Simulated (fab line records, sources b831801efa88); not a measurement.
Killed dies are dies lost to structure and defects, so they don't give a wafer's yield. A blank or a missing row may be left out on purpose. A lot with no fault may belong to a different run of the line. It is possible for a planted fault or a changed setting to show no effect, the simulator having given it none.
Matching of chambers + flow sfq-line + rie-diel-01 running SFQ_TRILAYER_I0_VIA_ETCH_VIA_ETCH_034: 4 sister chambers
The step etches SiO2 in CHF3, stops on Nb, target depth 260 nm. 8 wafers are shown with their chamber, then 7 later ones without.

## WAFERS PAIRED WITH THEIR CHAMBERS
| wafer  | chamber | oes-product-au (a.u.) | bias-w (W) |
|--------|---------|-----------------------|------------|
| L254.2 | 0       | 0.861                 | 80.14      |
| L254.4 | 2       | 0.861                 | 80.03      |
| L255.5 | 1       | 0.865                 | 79.68      |
| L255.6 | 0       | 0.854                 | 79.90      |
| L256.5 | 3       | 0.860                 | 79.87      |
| L256.6 | 2       | 0.854                 | 80.15      |
| L269.1 | 3       | 0.855                 | 80.04      |
| L269.3 | 1       | 0.862                 | 79.95      |

## WAFERS WHOSE CHAMBER IS MISSING
| wafer  | oes-product-au (a.u.) | bias-w (W) |
|--------|-----------------------|------------|
| L269.4 | 0.862                 | 80.32      |
| L272.2 | 0.860                 | 79.89      |
| L272.3 | 0.853                 | 79.99      |
| L272.4 | 0.851                 | 80.13      |
| L274.1 | 0.851                 | 79.88      |
| L274.3 | 0.857                 | 80.16      |
| L274.6 | 0.860                 | 80.23      |

## WHICH CHAMBER EACH ONE RAN IN
| wafer  | from the rows above               | in truth |
|--------|-----------------------------------|----------|
| L269.4 | can't be placed: 2 or 0 or 3 or 1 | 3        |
| L272.2 | can't be placed: 3 or 1 or 0 or 2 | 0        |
| L272.3 | can't be placed: 0 or 3 or 2 or 1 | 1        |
| L272.4 | can't be placed: 2 or 0 or 3      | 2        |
| L274.1 | can't be placed: 3 or 0 or 2 or 1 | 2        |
| L274.3 | can't be placed: 2 or 0 or 3      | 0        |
| L274.6 | can't be placed: 2 or 0 or 3 or 1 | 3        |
0 of 7 placed correctly. Not placeable from these rows: 7 (in 7, the candidates include the true chamber). Wrongly placed: 0.
How it was worked out, from the rows above alone: a wafer's distance from a chamber is the root of the sum, over the readings, of the square of ((its reading less the chamber's mean) divided by the reading's scatter). The wafer belongs to the nearest chamber; if the next one is less than 2 further off, it can't be placed. Each chamber's mean is taken over the wafers shown for it. The scatter: the root of (the sum of the squares of (reading less its chamber's mean) over the shown wafers, divided by (wafers less chambers)).
